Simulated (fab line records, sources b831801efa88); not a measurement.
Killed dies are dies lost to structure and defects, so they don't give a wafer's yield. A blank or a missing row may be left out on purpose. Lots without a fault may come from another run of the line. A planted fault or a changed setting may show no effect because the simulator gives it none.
fab line records | flow sky130
record lots=11 wafers=33 last_day=50
route steps=708 shown LI_CONTACT@383 CONTACT@406 PAD_OPEN@708
lots that met no fault: from a run of the same line without faults
start_h: hours from the record's first day to the start of the lot's first wafer shown | wait_h: hours since the lot's step before | " the same as in the row above | L1.1+2: a row that stands for several wafers | - no value, or no start given | * or withheld: withheld | < > ~ a bound
route shown NAME@n: a module of which the file shows steps, and the number in the route of the first | usual: mean/standard deviation of fault-free wafers | same: alike in all rows | chamber/n: place in a boat | sites: the reading at each site | _std_site: their standard deviation | _edge_site: outer sites' mean less inner sites' | radius_mm: how far each site lies from the wafer's centre | mask NAME#n: copy n | behind: the tool/chamber that last shaped the wafer | hold: why the lot was held/for how many hours/how that ended | device: the transistor (n, p or np) that didn't switch | end of line: the same wafers' tests at the end of the route | a step without rows: its recipe alone | killed: dies lost to structure and defects at the first sort, not the wafer's yield | map: a wafer's dies, x killed, . not, _ none there
set.NAME: the setting as run; set.NAME@STEP: as run at that earlier step | model.NAME: the simulator's own value behind a step, which no gauge read
steps of the route over a sample of lots; a table a step, a row a wafer
services: from which hour (start_h, from the record's first day; less than 0 if before it) a tool's chamber was out of use, for how many hours, and why
## steps
# step SKY_LI_CONTACT_CVD_21
# recipe material=W target_thk_nm=400 time_s=120.56 temp_c=400 pressure_torr=40
# usual heater_power_w=867/69
# columns lot.wafer tool chamber start_h wait_h heater_power_w
L670.1 cvd_w-02 1 684.88 0.0 955
L670.2 " 0 " " 851
L670.3 " 0 " " 843
L671.1 cvd_w-01 0 693.06 0.0 899
L671.2 " 1 " " 763
L671.4 " 1 " " 778
L672.1 cvd_w-01 1 720.51 0.0 756
L672.4 " 1 " " 781
L672.6 " 1 " " 771
L673.1 cvd_w-02 1 727.63 0.0 954
L673.2 " 1 " " 950
L673.6 " 1 " " 952
L676.1 cvd_w-01 1 738.83 0.0 764
L676.2 " 0 " " 891
L676.5 " 1 " " 771
L677.2 cvd_w-02 1 749.29 0.0 968
L677.3 " 0 " " 852
L677.5 " 1 " " 960
L678.2 cvd_w-01 1 756.86 0.0 771
L678.4 " 0 " " 890
L678.6 " 0 " " 880
L683.2 cvd_w-02 0 792.29 0.0 861
L683.3 " 1 " " 941
L683.6 " 0 " " 864
L684.4 cvd_w-01 1 796.46 0.1 753
L684.5 " 1 " " 774
L684.6 " 0 " " 889
L685.1 cvd_w-02 0 808.14 0.0 839
L685.3 " 0 " " 825
L685.6 " 1 " " 969
L690.2 cvd_w-02 0 853.80 0.1 849
L690.5 " 0 " " 838
L690.6 " 0 " " 846
# step SKY_LI_CONTACT_CMP_24
# recipe stop_on=PSG t_overpolish_s=20 down_force_psi=3.5 platen_rpm=60 target_thk_nm=0 pad_velocity_m_s=0.94248
# usual motor_current_A=11.7/0.87 overpolish_run_s=20.001/0.0081 time_to_endpoint_s=97/4.1
# same t_overpolish_s=20
# columns lot.wafer tool chamber start_h wait_h motor_current_A overpolish_run_s time_to_endpoint_s
L670.1 cmp-01 1 685.18 0.1 13.2 19.998 105
L670.2 " 2 " " 11.4 19.999 99
L670.3 " 3 " " 11.8 19.984 100
L671.1 cmp-02 3 693.37 0.1 10.3 20.004 104
L671.2 " 1 " " 12.1 20.011 101
L671.4 " 2 " " 11.6 20.003 98
L672.4 cmp-01 0 720.87 0.1 12.7 20.000 102
L672.1 " 2 " " 11.5 19.996 98
L672.6 " 0 " " 12.9 20.001 101
L673.2 cmp-01 1 728.06 0.0 13.2 19.998 102
L673.1 " 3 " " 11.2 19.999 93
L673.6 " 1 " " 13.0 19.999 103
L676.2 cmp-01 3 739.14 0.0 11.5 19.999 98
L676.1 " 1 " " 12.8 19.994 97
L676.5 " 3 " " 11.7 19.991 97
L677.3 cmp-02 0 749.60 0.0 11.4 20.010 90
L677.2 " 1 " " 12.4 20.001 94
L677.5 " 0 " " 11.4 20.005 91
L678.4 cmp-02 3 757.22 0.1 11.1 20.004 99
L678.2 " 0 " " 11.5 20.008 92
L678.6 " 2 " " 11.8 19.988 96
L683.3 cmp-02 2 792.65 0.1 11.5 19.999 102
L683.2 " 3 " " 10.3 20.003 105
L683.6 " 1 " " 12.6 19.997 99
L684.4 cmp-02 3 796.87 0.2 10.3 19.991 99
L684.5 " 0 " " 11.1 20.005 94
L684.6 " 1 " " 12.9 20.018 94
L685.3 cmp-02 1 808.44 0.0 12.2 19.977 96
L685.1 " 3 " " 10.7 19.995 98
L685.6 " 2 " " 12.1 19.998 93
L690.2 cmp-02 0 854.23 0.1 11.0 20.016 94
L690.6 " 3 " " 9.7 19.995 104
L690.5 " 0 " " 11.3 19.999 95
# step SKY_CONTACT_CVD_00
# recipe material=Si3N4 target_thk_nm=75 temp_c=400 time_s=withheld rf_w=450
# usual heater_power_w=689/110
# columns lot.wafer tool chamber start_h wait_h heater_power_w
L670.1 pecvd-02 0 714.12 0.0 832
L670.2 " 2 " " 612
L670.3 " 1 " " 595
L671.1 pecvd-03 0 721.45 0.0 576
L671.2 " 1 " " 759
L671.4 " 1 " " 768
L672.1 pecvd-01 1 748.42 0.0 486
L672.4 " 2 " " 712
L672.6 " 1 " " 477
L673.1 pecvd-03 2 756.66 0.0 701
L673.2 " 1 " " 740
L673.6 " 1 " " 750
L676.1 pecvd-03 1 767.93 0.0 813
L676.2 " 2 " " 756
L676.5 " 1 " " 807
L677.2 pecvd-02 1 778.20 0.0 575
L677.3 " 0 " " 797
L677.5 " 1 " " 593
L678.2 pecvd-01 0 786.00 0.0 639
L678.4 " 2 " " 800
L678.6 " 0 " " 630
L683.2 pecvd-03 0 820.23 0.0 643
L683.3 " 1 " " 684
L683.6 " 2 " " 778
L684.4 pecvd-02 2 824.63 0.0 610
L684.5 " 0 " " 828
L684.6 " 1 " " 548
L685.1 pecvd-03 0 835.66 0.0 667
L685.3 " 1 " " 769
L685.6 " 1 " " 753
L690.2 pecvd-02 1 881.51 0.0 608
L690.5 " 0 " " 939
L690.6 " 1 " " 611
# step SKY_CONTACT_THK_MEAS_01
# recipe reads=Si3N4_of_CONTACT_CVD_00
# usual CONTACT_CVD_00_THK=74.9/1
# columns lot.wafer tool chamber start_h wait_h CONTACT_CVD_00_THK[nm]
L670.1 film_metro-01 - 714.15 - 74.8
L670.2 " - " " 73.4
L670.3 " - " " 75.5
L671.1 film_metro-03 - 721.49 - 72.5
L671.2 " - " " 72.6
L671.4 " - " " 74.3
L672.1 film_metro-04 - 748.45 - 74.4
L672.4 " - " " 76.6
L672.6 " - " " 76.0
L673.1 film_metro-01 - 756.69 - 73.4
L673.2 " - " " 73.9
L673.6 " - " " 76.1
L676.1 film_metro-03 - 767.97 - 73.7
L676.2 " - " " 74.2
L676.5 " - " " 73.9
L677.2 film_metro-04 - 778.25 - 74.7
L677.3 " - " " 75.1
L677.5 " - " " 76.6
L678.2 film_metro-04 - 786.06 - 75.0
L678.4 " - " " 77.1
L678.6 " - " " 77.1
L683.2 film_metro-03 - 820.28 - 78.6
L683.3 " - " " 78.8
L683.6 " - " " 80.1
L684.4 film_metro-03 - 824.67 - 72.9
L684.5 " - " " 75.1
L684.6 " - " " 74.7
L685.1 film_metro-03 - 835.69 - 79.3
L685.3 " - " " 79.1
L685.6 " - " " 80.9
L690.2 film_metro-01 - 881.55 - 74.5
L690.5 " - " " 75.6
L690.6 " - " " 75.8
# step SKY_CONTACT_ETCH_16
# recipe chemistry=N2/H2 target=BARC ion_energy_ev=200 source_w=500 bias_w=100 pressure_mtorr=30 n2_flow_sccm=100 h2_flow_sccm=200 stop_on=SiO2 time_s=45.9 target_depth_a=600
# usual bias_w=99.98/0.26 drypump_motor_current_A=5.6/0.43 oes_product_au=0.854/0.0046 throttle_valve_pct=13.224/0.01
# columns lot.wafer tool chamber start_h wait_h bias_w drypump_motor_current_A oes_product_au rf_hours_counter_h throttle_valve_pct
L670.1 rie_diel-01 1 741.65 0.0 100.09 5.5 0.851 13 13.214
L670.2 " 3 " " 100.21 5.5 0.857 16 13.226
L670.3 " 2 " " 100.11 5.6 0.846 8 13.219
L671.1 rie_diel-01 0 748.55 0.0 99.52 5.3 0.848 12 13.218
L671.2 " 2 " " 100.02 5.5 0.858 8 13.241
L671.4 " 3 " " 100.04 5.5 0.861 16 13.229
L672.1 rie_diel-01 1 776.30 0.0 100.39 5.5 0.859 14 13.230
L672.4 " 3 " " 100.11 5.5 0.862 17 13.207
L672.6 " 1 " " 99.94 5.5 0.853 - 13.220
L673.1 rie_diel-04 1 784.95 0.0 99.88 4.7 0.852 14 13.229
L673.2 " 0 " " 99.89 6.4 0.848 21 13.225
L673.6 " 2 " " 100.12 6.2 0.854 - 13.226
L676.1 rie_diel-01 2 795.12 0.0 100.20 5.6 0.852 10 13.221
L676.2 " 0 " " 99.78 5.3 0.850 14 13.223
L676.5 " 1 " " 99.48 5.5 0.847 - 13.225
L677.2 rie_diel-04 3 805.40 0.0 99.58 5.8 0.849 11 13.213
L677.3 " 0 " " 100.17 6.3 0.846 22 13.214
L677.5 " 3 " " 99.95 5.8 0.851 - 13.202
L678.2 rie_diel-02 1 812.72 0.0 100.27 5.6 0.854 15 13.210
L678.4 " 2 " " 99.91 6.5 0.855 13 13.224
L678.6 " 3 " " 99.73 5.6 0.853 - 13.225
L683.2 rie_diel-01 0 845.75 0.0 100.05 5.3 0.853 15 13.221
L683.3 " 1 " " 100.19 5.6 0.861 17 13.204
L683.6 " 3 " " 99.47 5.5 0.849 - 13.226
L684.4 rie_diel-02 1 850.40 0.0 100.03 5.5 0.859 16 13.228
L684.5 " 2 " " 99.97 6.5 0.861 - 13.222
L684.6 " 3 " " 100.00 5.6 0.857 - 13.241
L685.1 rie_diel-02 2 859.45 0.0 100.02 6.6 0.855 15 13.228
L685.3 " 1 " " 100.34 5.6 0.862 16 13.218
L685.6 " 1 " " 99.85 5.5 0.856 - 13.204
L690.2 rie_diel-01 1 907.62 0.0 99.88 5.6 0.857 19 13.211
L690.5 " 2 " " 100.16 5.6 0.852 - 13.223
L690.6 " 3 " " 99.96 5.5 0.852 - 13.208
# step SKY_CONTACT_ETCH_18
# recipe target=Si3N4 chemistry=CHF3/O2 stop_on=TiN source_w=600 bias_w=200 pressure_mtorr=40 chf3_flow_sccm=50 O2_flow_sccm=5 time_s=39 target_depth_a=750
# usual bias_w=200.0/0.59 chf3_flow_sccm=49.98/0.14 drypump_motor_current_A=5.6/0.42 oes_product_au=0.854/0.008 throttle_valve_pct=8.794/0.0092
# columns lot.wafer tool chamber start_h wait_h bias_w chf3_flow_sccm drypump_motor_current_A oes_product_au rf_hours_counter_h throttle_valve_pct
L670.1 rie_diel-01 1 - - 200.0 50.09 5.5 0.860 14 8.783
L670.2 " 3 " " 201.2 50.10 5.5 0.836 16 8.777
L670.3 " 2 " " 200.5 50.21 5.6 0.856 8 8.801
L671.1 rie_diel-01 0 - - 200.1 49.75 5.3 0.842 12 8.781
L671.2 " 2 " " 200.3 49.75 5.6 0.842 8 8.784
L671.4 " 3 " " 199.7 49.79 5.5 0.856 16 8.790
L672.1 rie_diel-01 1 - - 200.8 50.11 5.6 0.854 14 8.798
L672.4 " 3 " " 200.4 50.01 5.5 0.869 17 8.808
L672.6 " 1 " " 200.9 49.90 5.6 0.865 - 8.791
L673.1 rie_diel-04 1 - - 199.5 49.80 4.7 0.851 14 8.802
L673.2 " 0 " " 199.3 50.06 6.4 0.849 21 8.786
L673.6 " 2 " " 199.8 49.88 6.2 0.858 - 8.806
L676.1 rie_diel-01 2 - - 200.3 50.17 5.6 0.846 10 8.799
L676.2 " 0 " " 200.1 50.02 5.3 0.854 14 8.792
L676.5 " 1 " " 199.1 49.91 5.5 0.848 - 8.781
L677.2 rie_diel-04 3 - - 200.6 49.93 5.8 0.849 11 8.812
L677.3 " 0 " " 200.3 49.80 6.3 0.858 22 8.801
L677.5 " 3 " " 199.9 49.95 5.8 0.870 - 8.793
L678.2 rie_diel-02 1 - - 199.7 50.43 5.5 0.854 15 8.784
L678.4 " 2 " " 199.7 49.93 6.5 0.868 13 8.797
L678.6 " 3 " " 200.7 50.23 5.5 0.872 - 8.806
L683.2 rie_diel-01 0 - - 200.2 49.92 5.3 0.877 15 8.807
L683.3 " 1 " " 200.5 49.86 5.5 0.876 17 8.794
L683.6 " 3 " " 199.8 50.06 5.5 0.881 - 8.788
L684.4 rie_diel-02 1 - - 199.4 49.97 5.5 0.835 16 8.793
L684.5 " 2 " " 199.2 50.09 6.5 0.854 - 8.806
L684.6 " 3 " " 201.0 49.90 5.5 0.856 - 8.809
L685.1 rie_diel-02 2 - - 200.9 50.17 6.5 0.880 15 8.813
L685.3 " 1 " " 200.4 50.19 5.5 0.884 16 8.795
L685.6 " 1 " " 200.1 49.94 5.6 0.889 - 8.807
L690.2 rie_diel-01 1 - - 199.7 49.93 5.5 0.852 19 8.814
L690.5 " 2 " " 199.5 49.99 5.6 0.861 - 8.796
L690.6 " 3 " " 199.5 50.06 5.5 0.861 - 8.791
# step SKY_PAD_OPEN_PROBE_99
# usual killed_at_M0_to_M3=44/6.9 killed_at_M4_up=3.0/1.5 killed_at_contacts=24/5.2 killed_at_front_end=15/4.1 killed_at_other=0.4/0.62 killed_dies=87/9.6 killed_open=47/7 killed_short=40/6.2
# same gross_dies=492 killed_at_back_side=0
# columns lot.wafer tool chamber start_h wait_h killed_at_M0_to_M3 killed_at_M4_up killed_at_contacts killed_at_front_end killed_at_other killed_dies killed_open killed_short
L677.2 prober-02 - 1125.91 0.1 49 1 37 10 0 97 55 42
L677.3 prober-02 - 1125.96 0.2 49 4 26 9 1 89 48 41
L677.5 prober-02 - 1126.06 0.2 36 5 22 12 0 75 44 31
# killed by level:class
L677.2 CONTACT:geometric_particle:open=14 VIA3:geometric_particle:open=9 VIA1:geometric_particle:open=9 LI_CONTACT:geometric_particle:open=7 CONTACT:geometric_particle:short=6 VIA1:geometric_particle:short=6 VIA2:geometric_particle:open=6 LOCAL_INTERCONNECT:geometric_particle:short=4
L677.3 VIA1:geometric_particle:open=12 VIA2:geometric_particle:open=12 CONTACT:geometric_particle:short=10 METAL2:geometric_particle:short=6 LI_CONTACT:geometric_particle:open=6 CONTACT:geometric_particle:open=6 VIA1:geometric_particle:short=5 VIA2:geometric_particle:short=5
L677.5 CONTACT:geometric_particle:open=8 METAL2:geometric_particle:short=8 VIA1:geometric_particle:open=6 CONTACT:geometric_particle:short=6 VIA3:geometric_particle:open=6 FIELD_ISO:geometric_particle:open=4 LI_CONTACT:geometric_particle:open=4 POLY_GATE:geometric_particle:open=3
## services
# columns tool chamber start_h hours kind
cvd_w-02 1 676.74 5.7 repair
pecvd-03 0 687.15 4.6 repair
cvd_w-01 1 701.35 3.2 repair
rie_diel-02 3 711.23 24.4 repair
cmp-02 - 716.53 3.1 repair
cmp-02 - 723.98 4.2 pm
cvd_w-02 0 726.78 1.7 repair
rie_diel-02 2 751.56 2.4 repair
cvd_w-02 1 763.57 2.5 repair
rie_diel-02 - 771.30 14.6 pm
cvd_w-02 1 794.45 1.2 repair
rie_diel-01 - 794.66 0.3 repair
pecvd-03 - 797.32 1.5 repair
rie_diel-01 0 804.37 5.6 repair
cmp-02 - 818.48 1.7 repair
pecvd-03 - 825.06 0.8 repair
rie_diel-01 0 831.12 6.0 repair
cvd_w-02 1 851.96 3.1 repair
cmp-02 - 865.42 4.4 repair
rie_diel-02 - 868.98 2.8 pm
pecvd-03 0 869.41 22.8 repair
rie_diel-02 3 872.00 12.6 repair
cmp-02 - 874.84 6.2 pm
rie_diel-02 2 883.21 9.7 repair
## key
first_sign step=SKY_CONTACT_THK_MEAS_01 reading=CONTACT_CVD_00_THK direction=up sigmas=4.5 usual=74.9 struck=79.5
effect step=SKY_CONTACT_ETCH_18 reading=oes_product_au direction=up sigmas=3.4 usual=0.854 struck=0.881
met_at SKY_CONTACT_CVD_00
struck_lots L683,L685
tester_left_out L683,L685
not_acting_at SKY_LI_CONTACT_CVD_21,SKY_LI_CONTACT_CMP_24,SKY_CONTACT_ETCH_16
onset_between 767.93 820.23
fault kind=process_parameter_drift tool=pecvd-03 chamber=- onset_h=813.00 steps=SKY_CONTACT_CVD_00 channel=time_s offset=withheld shape=step end_h=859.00 acts_in=*
# tester_left_out: of these lots the tester's yield and bins aren't shown, on N5 and GAA mostly nor the transistor test; their killed dies are dies lost to structure and defects alone, not to doping, threshold or leakage, so they don't give the yield
